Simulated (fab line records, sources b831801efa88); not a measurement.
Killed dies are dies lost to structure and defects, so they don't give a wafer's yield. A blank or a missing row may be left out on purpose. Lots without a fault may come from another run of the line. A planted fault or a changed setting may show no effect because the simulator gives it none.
Which tool did it? | flow gf180mcu | 13 lots, 39 wafers sampled, at 4 steps of a route of 602

WHAT THE GAUGES READ, wafer by wafer
GF_HV_LDD_OVL_MEAS_20. Usual: HV_LDD_01_OVL 0.1 nm, standard deviation 1.2.
lot  | measured     | on         | HV_LDD_01_OVL (nm) | flag
L601 | day 11 00:22 | overlay-02 | 1.4 2.1 -0.5       |
L602 | day 11 03:49 | overlay-01 | -1.2 -0.1 -0.5     |
L603 | day 11 07:02 | overlay-01 | -1.3 -1.2 -3.0     |
L604 | day 11 14:50 | overlay-02 | -0.1 -0.5 0.4      |
L605 | day 11 23:11 | overlay-01 | -2.1 -0.2 -0.1     |
L606 | day 12 07:26 | overlay-02 | 1.2 0.9 -1.7       |
L608 | day 12 23:43 | overlay-02 | -2.3 0.1 -1.1      |
L613 | day 14 08:56 | overlay-02 | 1.4 0.8 0.3        |
L614 | day 14 21:29 | overlay-01 | 2.1 1.0 -0.3       |
L618 | day 16 01:41 | overlay-01 | 0.4 0.1 0.4        |
L619 | day 16 09:08 | overlay-02 | -1.6 -0.1 -1.6     |
L620 | day 16 19:38 | overlay-02 | 0.1 0.9 -0.7       |
L624 | day 18 00:46 | overlay-02 | 0.9 0.6 -1.7       |

GF_HV_LDD_THK_MEAS_55. Usual: HV_LDD_CVD_54_THK 10.06 nm, standard deviation 0.12.
lot  | measured     | on            | HV_LDD_CVD_54_THK (nm) | flag
L601 | day 12 16:04 | film_metro-03 | 10.13 10.11 9.99       |
L602 | day 12 20:26 | film_metro-03 | 10.26 10.18 10.16      |
L603 | day 13 00:26 | film_metro-03 | 10.12 10.23 10.20      |
L604 | day 13 08:06 | film_metro-03 | 10.29 10.08 10.22      |
L605 | day 13 18:29 | film_metro-03 | 10.23 10.12 10.19      |
L606 | day 14 02:14 | film_metro-03 | 10.14 10.05 10.11      |
L608 | day 14 19:12 | film_metro-01 | 10.06 9.95 9.97        |
L613 | day 16 05:51 | film_metro-04 | 10.13 10.13 10.20      |
L614 | day 16 20:18 | film_metro-01 | 10.09 10.14 10.01      |
L618 | day 18 02:10 | film_metro-03 | 10.12 10.06 10.23      |
L619 | day 18 09:12 | film_metro-04 | 10.13 10.23 10.21      |
L620 | day 18 21:18 | film_metro-04 | 9.92 10.04 9.93        |
L624 | day 20 04:24 | film_metro-01 | 10.02 10.01 9.98       |

GF_PSD_CD_MEAS_07: target cd 400 nm. Usual: cd_nm 400.4 nm, standard deviation 2.3.
lot  | measured     | on        | cd_nm (nm)        | flag
L601 | day 14 10:44 | cd_sem-02 | 403.3 401.7 402.4 |
L602 | day 14 15:30 | cd_sem-02 | 397.4 398.3 397.4 |
L603 | day 14 20:47 | cd_sem-01 | 399.8 402.0 403.2 |
L604 | day 15 02:58 | cd_sem-01 | 397.4 397.0 398.1 |
L605 | day 15 14:07 | cd_sem-01 | 402.5 403.1 403.0 |
L606 | day 15 22:23 | cd_sem-01 | 396.4 398.3 399.1 |
L608 | day 16 16:41 | cd_sem-01 | 403.1 404.1 403.2 |
L613 | day 18 04:47 | cd_sem-01 | 373.8 375.4 377.5 | OFF
L614 | day 18 21:23 | cd_sem-01 | 379.2 380.3 378.2 | OFF
L618 | day 20 05:10 | cd_sem-01 | 401.2 401.1 403.2 |
L619 | day 20 11:26 | cd_sem-01 | 402.1 400.3 401.8 |
L620 | day 20 23:01 | cd_sem-01 | 400.8 401.4 400.5 |
L624 | day 22 05:47 | cd_sem-02 | 399.2 399.7 398.2 |

WHICH TOOL RAN EACH LOT (tool, then ch and the chambers of the sampled wafers, then the start)
lot  | GF_PSD_EXPOSE_04
L601 | iline_stepper-01 ch 0, day 14 00:11
L602 | iline_stepper-02 ch 0, day 14 05:02
L603 | iline_stepper-02 ch 0, day 14 10:34
L604 | iline_stepper-01 ch 0, day 14 17:06
L605 | iline_stepper-01 ch 0, day 15 03:14
L606 | iline_stepper-02 ch 0, day 15 12:21
L608 | iline_stepper-02 ch 0, day 16 05:41
L613 | iline_stepper-02 ch 0, day 17 17:38
L614 | iline_stepper-02 ch 0, day 18 09:05
L618 | iline_stepper-01 ch 0, day 19 17:34
L619 | iline_stepper-01 ch 0, day 20 00:02
L620 | iline_stepper-01 ch 0, day 20 11:19
L624 | iline_stepper-01 ch 0, day 21 18:05
- GF_PSD_EXPOSE_04: exposes mask Pplus, target cd 400 nm.

WHAT THE TOOLS THEMSELVES READ (means of the sampled wafers that have a number; where no wafer has one, the mark that the record gives instead)
GF_PSD_EXPOSE_04. Usual: exposure_dose_mJ_cm2 140.82, standard deviation 0.14.
lot  | tool             | exposure_dose_mJ_cm2 | flag
L601 | iline_stepper-01 | 140.84               |
L602 | iline_stepper-02 | 140.87               |
L603 | iline_stepper-02 | 140.79               |
L604 | iline_stepper-01 | 140.76               |
L605 | iline_stepper-01 | 140.77               |
L606 | iline_stepper-02 | 140.81               |
L608 | iline_stepper-02 | 140.77               |
L613 | iline_stepper-02 | 129.54               | OFF
L614 | iline_stepper-02 | 131.75               | OFF
L618 | iline_stepper-01 | 140.83               |
L619 | iline_stepper-01 | 140.76               |
L620 | iline_stepper-01 | 141.02               |
L624 | iline_stepper-01 | 140.78               |

THE ANSWER, worked out from the rows above alone
Rule: a lot is off if the mean of its wafers that have a number lies more than 3 standard deviations from the usual mean. A lot without any number at a reading at which 4 lots or more have one is off too. The other lots that the step has rows for count as sound. The gauges are gone through in route order, then the tools' own readings, and for those a lot's mean is taken as printed above. The first step at which some lot is off is used, and at that step the reading that is off furthest; a lot without a number counts as furthest.
Off: L613, L614, at GF_PSD_CD_MEAS_07 (cd_nm).
A tool fits if, at a process step before that reading, it ran every lot that is off, and no sound lot after the first of them. The gauges at GF_PSD_CD_MEAS_07 aren't tried: what is off there is off at GF_PSD_EXPOSE_04 too, on other tools, and a gauge's error can't cause that. One fits: iline_stepper-02 at GF_PSD_EXPOSE_04. Its last sound lot is L608 (day 16 05:41), its first lot that is off L613 (day 17 17:38): a fault that began between those two fits.
The tool's own readings at GF_PSD_EXPOSE_04 bear it out: on the lots that are off they differ by more than 5 times the standard deviation of the sound lots' means. exposure_dose_mJ_cm2 reads 130.64 there against 140.82 on the sound lots.

WHAT THE SIMULATOR HAD PUT IN
Process parameter drift: iline_stepper-02, from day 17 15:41 on, at GF_PSD_EXPOSE_04. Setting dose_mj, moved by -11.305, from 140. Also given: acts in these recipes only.
Lots struck among those shown: L613, L614. The rule above found the same.
